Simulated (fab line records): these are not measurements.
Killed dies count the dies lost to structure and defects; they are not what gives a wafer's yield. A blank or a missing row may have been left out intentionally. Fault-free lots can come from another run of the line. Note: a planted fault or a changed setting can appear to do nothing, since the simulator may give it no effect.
fab line records	flow gf180mcu	part 1 of 2: steps 1 to 29 of 43
record lots=5	wafers=15	last-day=33
route steps=602 shown V3@449 M4@456 V4@476
lots that met no fault: taken from a fault-free run of the same line
start-h: hours from the record's first day to the start of the lot's first wafer shown	wait-h: time in hours since the lot's previous step	" unchanged from the row above	L1.1+2: a single row standing in for several wafers	- no value, or no start given	* or withheld: withheld	< > ~ a bound
route shown NAME@n: names a module that has steps shown in the file, with the first one's number in the route	usual: mean/standard deviation taken from wafers without a fault	same: alike in all rows	chamber/n: place in a boat	sites: per-site readings	_std_site: how widely they spread, as a standard deviation	_edge_site: inner sites' mean taken away from outer sites' mean	radius-mm: for every site, how far away it sits from the centre of the wafer	mask NAME#n: copy n	behind: the last tool/chamber to shape the wafer	hold: why the lot was held/for how many hours/how that ended	device: whichever transistor did not switch (one of n, p or np)	end of line: the same wafers' tests at the end of the route	where a step has no rows: the recipe by itself	killed: dies lost to structure and defects at the first sort, not the wafer's yield	map: per-die view of a wafer (x killed, . not killed, _ where there is no die)
set.NAME: the setting as run; set.NAME@STEP: as run at that earlier step	model.NAME: the simulator's own value behind a step, which no gauge read
lots seen at some steps along the route; tables by step, rows by wafer
services: when a tool's chamber went out of use (start-h, in hours from the record's first day, below 0 if earlier), for how many hours, and the reason
## steps
# step GF_V3_CLEAN_20
# recipe chemistry=DIW	dry=n2-spin
lot.wafer	tool	chamber	start-h	wait-h
L077.3+5+6	wet-bench-01	1	540.85	0.0
L078.1+4+5	wet-bench-03	1	548.68	0.0
L079.1+3+5	wet-bench-01	0	556.73	0.0
L085.1+2+3	wet-bench-01	3	606.51	0.0
L093.1+2+4	wet-bench-03	2	667.46	0.0
# step GF_V3_SPUTTER_21
# recipe material=Ti	target-thk-nm=15	chamber-pressure-pa=5	power-w=2500	substrate-temp-c=200	time-s=80.02
# usual throttle-valve-pct=30.0/1.5
lot.wafer	tool	chamber	start-h	wait-h	throttle-valve-pct
L077.3	pvd-sputter-01	-	540.94	0.0	30.6
L077.5	"	-	"	"	29.2
L077.6	"	-	"	"	30.5
L078.1	pvd-sputter-01	-	548.78	0.0	30.7
L078.4	"	-	"	"	29.2
L078.5	"	-	"	"	29.4
L079.1	pvd-sputter-04	-	556.83	0.0	31.3
L079.3	"	-	"	"	30.8
L079.5	"	-	"	"	31.2
L085.1	pvd-sputter-01	-	606.61	0.0	29.3
L085.2	"	-	"	"	30.9
L085.3	"	-	"	"	29.3
L093.1	pvd-sputter-03	-	667.55	0.0	29.9
L093.2	"	-	"	"	31.7
L093.4	"	-	"	"	28.0
# step GF_V3_SPUTTER_22
# recipe material=TiN	target-thk-nm=10	chamber-pressure-pa=5	power-w=4000	time-s=40
# usual throttle-valve-pct=30.0/1.6
lot.wafer	tool	chamber	start-h	wait-h	throttle-valve-pct
L077.3	pvd-sputter-01	-	541.01	0.0	30.4
L077.5	"	-	"	"	29.5
L077.6	"	-	"	"	30.6
L078.1	pvd-sputter-01	-	548.84	0.0	30.5
L078.4	"	-	"	"	29.4
L078.5	"	-	"	"	29.1
L079.1	pvd-sputter-04	-	556.89	0.0	31.1
L079.3	"	-	"	"	31.0
L079.5	"	-	"	"	31.2
L085.1	pvd-sputter-01	-	606.67	0.0	29.5
L085.2	"	-	"	"	30.5
L085.3	"	-	"	"	29.3
L093.1	pvd-sputter-03	-	667.61	0.0	30.0
L093.2	"	-	"	"	31.7
L093.4	"	-	"	"	27.5
# step GF_V3_CVD_23
# recipe material=W	target-thk-nm=350	time-s=104.9	temp-c=400	pressure-torr=40
# usual heater-power-w=901/58
lot.wafer	tool	chamber	start-h	wait-h	heater-power-w
L077.3	cvd-w-02	0	541.08	0.1	857
L077.5	"	1	"	"	849
L077.6	"	0	"	"	882
L078.1	cvd-w-02	1	548.88	0.0	860
L078.4	"	1	"	"	827
L078.5	"	0	"	"	889
L079.1	cvd-w-01	0	556.93	0.0	979
L079.3	"	0	"	"	971
L079.5	"	0	"	"	995
L085.1	cvd-w-02	1	606.71	0.0	863
L085.2	"	0	"	"	888
L085.3	"	0	"	"	858
L093.1	cvd-w-01	0	667.65	0.0	997
L093.2	"	1	"	"	880
L093.4	"	1	"	"	889
# step GF_V3_RS_MEAS_24
# recipe thk-meas-gauge=four-point-probe	reads=W_of_V3_CVD_23+TiN_of_V3_SPUTTER_22+Ti_of_V3_SPUTTER_21
# usual V3_W_RS=0.327/0.0037
lot.wafer	tool	chamber	start-h	wait-h	V3_W_RS[ohm/sq]
L077.3	film-metro-02	-	541.20	0.1	0.324
L077.5	"	-	"	"	0.321
L077.6	"	-	"	"	0.328
L078.1	film-metro-02	-	548.99	0.1	0.321
L078.4	"	-	"	"	0.323
L078.5	"	-	"	"	0.332
L079.1	film-metro-02	-	557.04	0.1	0.326
L079.3	"	-	"	"	0.323
L079.5	"	-	"	"	0.321
L085.1	film-metro-01	-	606.82	0.1	0.329
L085.2	"	-	"	"	0.333
L085.3	"	-	"	"	0.330
L093.1	film-metro-03	-	667.76	0.1	0.324
L093.2	"	-	"	"	0.326
L093.4	"	-	"	"	0.330
# step GF_V3_THK_MEAS_25
# recipe thk-meas-gauge=xrf	reads=W_of_V3_CVD_23
# usual V3_W_THK=351/4.2
lot.wafer	tool	chamber	start-h	wait-h	V3_W_THK[nm]
L077.3	film-metro-02	-	541.30	0.1	354
L077.5	"	-	"	"	360
L077.6	"	-	"	"	350
L078.1	film-metro-02	-	549.11	0.1	361
L078.4	"	-	"	"	356
L078.5	"	-	"	"	348
L079.1	film-metro-02	-	557.16	0.1	352
L079.3	"	-	"	"	356
L079.5	"	-	"	"	359
L085.1	film-metro-01	-	606.94	0.1	348
L085.2	"	-	"	"	344
L085.3	"	-	"	"	346
L093.1	film-metro-03	-	667.88	0.1	349
L093.2	"	-	"	"	347
L093.4	"	-	"	"	342
# step GF_V3_CMP_26
# recipe stop-on=SiO2	down-force-psi=3.5	platen-rpm=60	t-overpolish-s=15	target-thk-nm=0	pad-velocity-m-s=0.94248
# usual head-pressure-psi=3.500/0.008	motor-current-A=11.5/1.3	overpolish-run-s=15.000/0.009	time-to-endpoint-s=85/3.8
lot.wafer	tool	chamber	start-h	wait-h	head-pressure-psi	motor-current-A	overpolish-run-s	time-to-endpoint-s
L077.3	cmp-02	1	541.49	0.2	3.504	12.3	15.003	86
L077.5	"	2	"	"	3.500	9.1	14.983	91
L077.6	"	3	"	"	3.509	10.7	14.992	90
L078.4	cmp-02	0	549.27	0.1	3.498	10.8	14.992	84
L078.1	"	1	"	"	3.499	11.7	14.981	87
L078.5	"	2	"	"	3.506	8.6	15.004	86
L079.1	cmp-02	3	557.27	0.1	3.497	11.5	14.984	88
L079.3	"	1	"	"	3.495	12.0	15.009	87
L079.5	"	2	"	"	3.502	9.1	15.003	88
L085.2	cmp-02	2	607.00	0.0	3.518	9.3	15.001	88
L085.3	"	3	"	"	3.485	10.9	15.012	91
L085.1	"	1	"	"	3.505	11.9	15.002	86
L093.4	cmp-01	3	667.94	0.0	3.503	13.0	14.994	87
L093.1	"	1	"	"	3.498	12.7	14.994	87
L093.2	"	2	"	"	3.505	12.7	15.005	81
# step GF_M4_SPUTTER_00
# recipe material=Ti	target-thk-nm=37.5	arriving-ion-energy-ev=80	substrate-temp-c=200	chamber-pressure-pa=2	power-w=4000	time-s=150
# usual throttle-valve-pct=30.0/1.2
lot.wafer	tool	chamber	start-h	wait-h	throttle-valve-pct
L077.3	pvd-sputter-04	-	541.64	0.1	31.3
L077.5	"	-	"	"	28.0
L077.6	"	-	"	"	31.0
L078.1	pvd-sputter-01	-	549.47	0.1	30.6
L078.4	"	-	"	"	29.3
L078.5	"	-	"	"	29.4
L079.1	pvd-sputter-01	-	557.52	0.2	29.0
L079.3	"	-	"	"	28.6
L079.5	"	-	"	"	29.5
L085.1	pvd-sputter-04	-	607.30	0.1	31.1
L085.2	"	-	"	"	27.8
L085.3	"	-	"	"	31.7
L093.1	pvd-sputter-04	-	668.24	0.1	31.1
L093.2	"	-	"	"	28.1
L093.4	"	-	"	"	31.2
# step GF_M4_SPUTTER_01
# recipe material=TiN	target-thk-nm=30	power-w=6500	time-s=25	chamber-pressure-pa=0.4
# usual throttle-valve-pct=30.0/1.2
lot.wafer	tool	chamber	start-h	wait-h	throttle-valve-pct
L077.3	pvd-sputter-04	-	541.74	0.1	31.6
L077.5	"	-	"	"	28.1
L077.6	"	-	"	"	31.4
L078.1	pvd-sputter-01	-	549.57	0.1	30.7
L078.4	"	-	"	"	29.2
L078.5	"	-	"	"	29.3
L079.1	pvd-sputter-01	-	557.62	0.1	29.1
L079.3	"	-	"	"	28.5
L079.5	"	-	"	"	29.3
L085.1	pvd-sputter-04	-	607.40	0.1	30.8
L085.2	"	-	"	"	27.8
L085.3	"	-	"	"	31.3
L093.1	pvd-sputter-04	-	668.34	0.1	30.8
L093.2	"	-	"	"	28.1
L093.4	"	-	"	"	31.0
# step GF_M4_SPUTTER_02
# recipe material=AlCu	target-thk-nm=450	power-w=10600	time-s=23.9	chamber-pressure-pa=0.4
# usual throttle-valve-pct=30.0/1.2
lot.wafer	tool	chamber	start-h	wait-h	throttle-valve-pct
L077.3	pvd-sputter-04	-	541.77	0.0	31.6
L077.5	"	-	"	"	28.1
L077.6	"	-	"	"	31.3
L078.1	pvd-sputter-01	-	549.60	0.0	30.6
L078.4	"	-	"	"	29.4
L078.5	"	-	"	"	29.2
L079.1	pvd-sputter-01	-	557.65	0.0	29.4
L079.3	"	-	"	"	28.3
L079.5	"	-	"	"	29.4
L085.1	pvd-sputter-04	-	607.43	0.0	30.9
L085.2	"	-	"	"	28.0
L085.3	"	-	"	"	31.6
L093.1	pvd-sputter-04	-	668.37	0.0	31.0
L093.2	"	-	"	"	28.0
L093.4	"	-	"	"	31.3
# step GF_M4_SPUTTER_03
# recipe material=Ti	target-thk-nm=10	substrate-temp-c=300	chamber-pressure-pa=0.3	power-w=3000	time-s=6.7
# usual throttle-valve-pct=30.0/1.2
lot.wafer	tool	chamber	start-h	wait-h	throttle-valve-pct
L077.3	pvd-sputter-04	-	541.80	0.0	31.7
L077.5	"	-	"	"	28.2
L077.6	"	-	"	"	31.0
L078.1	pvd-sputter-01	-	549.63	0.0	30.4
L078.4	"	-	"	"	29.4
L078.5	"	-	"	"	29.3
L079.1	pvd-sputter-01	-	557.68	0.0	29.3
L079.3	"	-	"	"	28.7
L079.5	"	-	"	"	29.2
L085.1	pvd-sputter-04	-	607.46	0.0	31.2
L085.2	"	-	"	"	28.3
L085.3	"	-	"	"	31.2
L093.1	pvd-sputter-04	-	668.40	0.0	30.6
L093.2	"	-	"	"	27.9
L093.4	"	-	"	"	31.2
# step GF_M4_SPUTTER_04
# recipe material=TiN	target-thk-nm=50	power-w=6500	time-s=41.7	chamber-pressure-pa=0.4
# usual throttle-valve-pct=30.0/1.2
lot.wafer	tool	chamber	start-h	wait-h	throttle-valve-pct
L077.3	pvd-sputter-04	-	541.82	0.0	31.4
L077.5	"	-	"	"	27.8
L077.6	"	-	"	"	31.0
L078.1	pvd-sputter-01	-	549.65	0.0	30.2
L078.4	"	-	"	"	29.3
L078.5	"	-	"	"	29.2
L079.1	pvd-sputter-01	-	557.70	0.0	29.3
L079.3	"	-	"	"	28.6
L079.5	"	-	"	"	29.4
L085.1	pvd-sputter-04	-	607.48	0.0	30.9
L085.2	"	-	"	"	28.1
L085.3	"	-	"	"	31.4
L093.1	pvd-sputter-04	-	668.42	0.0	31.0
L093.2	"	-	"	"	28.3
L093.4	"	-	"	"	31.0
# step GF_M4_RS_MEAS_05
# recipe thk-meas-gauge=four-point-probe	reads=TiN_of_M4_SPUTTER_04+Ti_of_M4_SPUTTER_03+AlCu_of_M4_SPUTTER_02+TiN_of_M4_SPUTTER_01+Ti_of_M4_SPUTTER_00
# usual M4_ALCU_RS=0.0692/0.00069
lot.wafer	tool	chamber	start-h	wait-h	M4_ALCU_RS[ohm/sq]
L077.3	film-metro-03	-	541.90	0.1	0.0696
L077.5	"	-	"	"	0.0705
L077.6	"	-	"	"	0.0694
L078.1	film-metro-03	-	549.69	0.0	0.0704
L078.4	"	-	"	"	0.0690
L078.5	"	-	"	"	0.0689
L079.1	film-metro-02	-	557.74	0.0	0.0689
L079.3	"	-	"	"	0.0693
L079.5	"	-	"	"	0.0691
L085.1	film-metro-04	-	607.52	0.0	0.0701
L085.2	"	-	"	"	0.0694
L085.3	"	-	"	"	0.0689
L093.1	film-metro-03	-	668.46	0.0	0.0689
L093.2	"	-	"	"	0.0691
L093.4	"	-	"	"	0.0688
# step GF_M4_THK_MEAS_06
# recipe thk-meas-gauge=xrf	reads=AlCu_of_M4_SPUTTER_02
# usual M4_ALCU_THK=459/5.3
lot.wafer	tool	chamber	start-h	wait-h	M4_ALCU_THK[nm]
L077.3	film-metro-03	-	542.00	0.1	453
L077.5	"	-	"	"	449
L077.6	"	-	"	"	456
L078.1	film-metro-03	-	549.81	0.1	451
L078.4	"	-	"	"	460
L078.5	"	-	"	"	458
L079.1	film-metro-02	-	557.86	0.1	463
L079.3	"	-	"	"	461
L079.5	"	-	"	"	462
L085.1	film-metro-04	-	607.64	0.1	450
L085.2	"	-	"	"	454
L085.3	"	-	"	"	458
L093.1	film-metro-03	-	668.58	0.1	461
L093.2	"	-	"	"	460
L093.4	"	-	"	"	463
# step GF_M4_DEHYDRATE_07
# recipe temp-c=200	time-s=60
lot.wafer	tool	chamber	start-h	wait-h
L077.3+5+6	litho-track-02	0	552.33	10.3
L078.1+4+5	litho-track-01	0	560.06	10.2
L079.1+3+5	litho-track-04	0	569.03	11.2
L085.1+2+3	litho-track-02	0	617.53	9.9
L093.1+2+4	litho-track-04	0	677.53	8.9
# step GF_M4_HMDS_08
# recipe prime-time-s=60	prime-temp-c=120
# same prime-time-s=60
lot.wafer	tool	chamber	start-h	wait-h
L077.3+5+6	litho-track-02	0	552.48	0.1
L078.1+4+5	litho-track-01	0	560.21	0.1
L079.1+3+5	litho-track-04	0	569.18	0.1
L085.1+2+3	litho-track-02	0	617.68	0.1
L093.1+2+4	litho-track-04	0	677.68	0.1
# step GF_M4_COAT_09
# recipe resist=KrF	spin-rpm=withheld	resist-thk-nm=1000
lot.wafer	tool	chamber	start-h	wait-h
L077.3+5+6	litho-track-02	0	552.63	0.1
L078.1+4+5	litho-track-01	0	560.36	0.1
L079.1+3+5	litho-track-04	0	569.33	0.1
L085.1+2+3	litho-track-02	0	617.83	0.1
L093.1+2+4	litho-track-04	0	677.83	0.1
# step GF_M4_SOFTBAKE_10
# recipe temp-c=130	time-s=60	resist=KrF
lot.wafer	tool	chamber	start-h	wait-h
L077.3+5+6	litho-track-02	0	552.78	0.1
L078.1+4+5	litho-track-01	0	560.51	0.1
L079.1+3+5	litho-track-04	0	569.48	0.1
L085.1+2+3	litho-track-02	0	617.98	0.1
L093.1+2+4	litho-track-04	0	677.98	0.1
# step GF_M4_EXPOSE_11
# recipe mask-id=Metal4	target-cd-nm=280	na=0.68	source-shape=conventional	sigma-outer=0.6	dose-mj=28
lot.wafer	tool	chamber	start-h	wait-h	mask
L077.3+5+6	krf-scanner-02	0	-	-	Metal4#0
L078.1+4+5	krf-scanner-01	0	-	-	Metal4#0
L079.1+3+5	krf-scanner-01	0	-	-	Metal4#0
L085.1+2+3	krf-scanner-01	0	-	-	Metal4#0
L093.1+2+4	krf-scanner-02	0	-	-	Metal4#0
# step GF_M4_PEB_12
# recipe peb-temp-c=135	peb-time-s=90	resist=KrF
# same peb-time-s=90
lot.wafer	tool	chamber	start-h	wait-h
L077.3+5+6	litho-track-02	0	-	-
L078.1+4+5	litho-track-02	0	-	-
L079.1+3+5	litho-track-01	0	-	-
L085.1+2+3	litho-track-01	0	-	-
L093.1+2+4	litho-track-01	0	-	-
# step GF_M4_DEVELOP_13
# recipe develop-time-s=60	dev-temp-c=21
# same develop-time-s=60
lot.wafer	tool	chamber	start-h	wait-h
L077.3+5+6	litho-track-02	0	564.13	0.1
L078.1+4+5	litho-track-02	0	571.63	0.2
L079.1+3+5	litho-track-01	0	579.81	0.2
L085.1+2+3	litho-track-01	0	627.81	0.2
L093.1+2+4	litho-track-01	0	687.31	0.2
# step GF_M4_CD_MEAS_14
# recipe target-cd-nm=280
# usual cd-nm=280.4/1.2
lot.wafer	tool	chamber	start-h	wait-h	cd-nm
L077.3	cd-sem-01	-	564.27	0.1	279.8
L077.5	"	-	"	"	280.6
L077.6	"	-	"	"	279.7
L078.1	cd-sem-01	-	571.78	0.1	279.6
L078.4	"	-	"	"	279.3
L078.5	"	-	"	"	279.2
L079.1	cd-sem-01	-	579.96	0.1	280.7
L079.3	"	-	"	"	280.2
L079.5	"	-	"	"	280.5
L085.1	cd-sem-02	-	627.96	0.1	280.6
L085.2	"	-	"	"	280.7
L085.3	"	-	"	"	281.3
L093.1	cd-sem-02	-	687.46	0.1	280.8
L093.2	"	-	"	"	281.9
L093.4	"	-	"	"	280.9
# step GF_M4_OVL_MEAS_15
# usual M4_OVL=1/5.4
lot.wafer	tool	chamber	start-h	wait-h	M4_OVL[nm]
L077.3	overlay-01	-	564.37	0.1	5
L077.5	"	-	"	"	-4
L077.6	"	-	"	"	4
L078.1	overlay-01	-	571.90	0.1	-6
L078.4	"	-	"	"	-7
L078.5	"	-	"	"	-6
L079.1	overlay-02	-	580.08	0.1	-4
L079.3	"	-	"	"	6
L079.5	"	-	"	"	6
L085.1	overlay-02	-	628.08	0.1	-3
L085.2	"	-	"	"	-1
L085.3	"	-	"	"	-4
L093.1	overlay-01	-	687.58	0.1	-11
L093.2	"	-	"	"	2
L093.4	"	-	"	"	2
# step GF_M4_METAL_ETCH_16
# recipe chemistry=Cl2/BCl3	mask-material=KrF	target-depth-nm=627.5	stop-on=SiO2	pressure-mtorr=8	icp-w=800	bias-w=140	Cl2_flow_sccm=80	bcl3-flow-sccm=40	time-s=104.6
# usual drypump-motor-current-A=5.99/0.2	oes-product-au=0.972/0.0062	throttle-valve-pct=28.250/0.011
lot.wafer	tool	chamber	start-h	wait-h	drypump-motor-current-A	oes-product-au	rf-hours-counter-h	throttle-valve-pct
L077.3	rie-metal-04	0	564.43	0.1	5.92	0.972	-	28.254
L077.5	"	1	"	"	5.94	0.962	-	28.248
L077.6	"	0	"	"	5.92	0.971	-	28.256
L078.1	rie-metal-02	0	571.94	0.0	5.65	0.973	12	28.247
L078.4	"	0	"	"	5.66	0.977	-	28.260
L078.5	"	1	"	"	6.02	0.983	-	28.243
L079.1	rie-metal-04	1	580.12	0.0	5.94	0.970	2	28.260
L079.3	"	1	"	"	5.92	0.968	-	28.263
L079.5	"	0	"	"	5.93	0.972	-	28.266
L085.1	rie-metal-03	0	628.12	0.0	5.96	0.975	1	28.257
L085.2	"	1	"	"	6.39	0.977	7	28.252
L085.3	"	1	"	"	6.36	0.970	-	28.249
L093.1	rie-metal-04	0	687.62	0.0	5.92	0.978	13	28.258
L093.2	"	1	"	"	5.94	0.975	5	28.254
L093.4	"	1	"	"	5.96	0.976	-	28.258
# step GF_M4_STRIP_17
# recipe chemistry=O2/N2	power-w=1400	pressure-mtorr=1500	platen-temp-c=250	o2-flow-sccm=3000	n2-flow-sccm=300	overash-fraction=0.5
# usual drypump-motor-current-A=5.9/0.41	heater-power-w=337/24	oes-product-au=0.559/0.0055	strip-time-to-endpoint-s=7.90/0.062
lot.wafer	tool	chamber	start-h	wait-h	drypump-motor-current-A	heater-power-w	oes-product-au	rf-hours-counter-h	strip-time-to-endpoint-s
L077.3	plasma-asher-02	1	564.53	0.1	6.3	331	0.565	-	7.94
L077.5	"	1	"	"	6.3	328	0.560	-	7.95
L077.6	"	0	"	"	5.8	328	0.567	-	7.95
L078.1	plasma-asher-03	0	572.05	0.1	6.2	374	0.546	97	7.81
L078.4	"	1	"	"	5.4	319	0.555	-	7.80
L078.5	"	0	"	"	6.2	372	0.550	-	7.84
L079.1	plasma-asher-03	0	580.23	0.1	6.2	376	0.563	99	7.95
L079.3	"	1	"	"	5.4	318	0.563	-	8.00
L079.5	"	0	"	"	6.2	365	0.561	-	7.98
L085.1	plasma-asher-03	1	628.23	0.1	5.4	310	0.560	104	7.83
L085.2	"	0	"	"	6.2	370	0.561	104	7.80
L085.3	"	0	"	"	6.2	374	0.554	-	7.82
L093.1	plasma-asher-03	0	687.73	0.1	6.2	377	0.552	111	7.84
L093.2	"	1	"	"	5.5	313	0.563	111	7.85
L093.4	"	1	"	"	5.4	314	0.561	-	7.87
# step GF_M4_STRIP_18
# recipe chemistry=post-etch-residue-remover	time-s=1200	temp-c=72.5
# usual bath-heat-duty-pct=14.1/0.93
lot.wafer	tool	chamber	start-h	wait-h	bath-heat-duty-pct
L077.3	wet-bench-01	3	564.60	0.0	13.4
L077.5	"	3	"	"	13.7
L077.6	"	3	"	"	12.9
L078.1	wet-bench-01	3	572.15	0.1	13.6
L078.4	"	3	"	"	13.4
L078.5	"	3	"	"	12.8
L079.1	wet-bench-04	3	580.33	0.1	14.9
L079.3	"	3	"	"	13.7
L079.5	"	3	"	"	15.4
L085.1	wet-bench-01	0	628.33	0.1	14.2
L085.2	"	0	"	"	12.9
L085.3	"	0	"	"	13.6
L093.1	wet-bench-02	3	687.83	0.1	13.3
L093.2	"	3	"	"	12.9
L093.4	"	3	"	"	12.2
# step GF_M4_CLEAN_19
# recipe chemistry=DIW	dry=n2-spin
lot.wafer	tool	chamber	start-h	wait-h
L077.3+5+6	wet-bench-02	1	564.94	0.0
L078.1+4+5	wet-bench-04	1	572.49	0.0
L079.1+3+5	wet-bench-02	0	581.01	0.0
L085.1+2+3	wet-bench-04	1	628.70	0.0
L093.1+2+4	wet-bench-04	2	688.17	0.0
# step GF_V4_CVD_00
# recipe material=SiO2	target-thk-nm=600	sigma-open-frac=0.3	temp-c=400	time-s=100	sih4-flow-sccm=60	pressure-mtorr=6
lot.wafer	tool	chamber	start-h	wait-h
L077.3+5+6	hdpcvd-02	0,0,1	565.03	0.0
L078.1+4+5	hdpcvd-01	2,1,0	572.58	0.0
L079.1+3+5	hdpcvd-02	1,2,2	581.10	0.0
L085.1+2+3	hdpcvd-02	2,1,0	628.79	0.0
L093.1+2+4	hdpcvd-02	1,0,0	688.26	0.0
# step GF_V4_THK_MEAS_01
# recipe reads=SiO2_of_V4_CVD_00
# usual V4_CVD_00_THK=602/5.8
lot.wafer	tool	chamber	start-h	wait-h	V4_CVD_00_THK[nm]
L077.3	film-metro-03	-	565.13	0.1	613
L077.5	"	-	"	"	608
L077.6	"	-	"	"	594
L078.1	film-metro-04	-	572.66	0.0	602
L078.4	"	-	"	"	608
L078.5	"	-	"	"	607
L079.1	film-metro-03	-	581.18	0.0	601
L079.3	"	-	"	"	608
L079.5	"	-	"	"	617
L085.1	film-metro-04	-	628.87	0.0	610
L085.2	"	-	"	"	602
L085.3	"	-	"	"	602
L093.1	film-metro-01	-	688.33	0.0	598
L093.2	"	-	"	"	597
L093.4	"	-	"	"	596
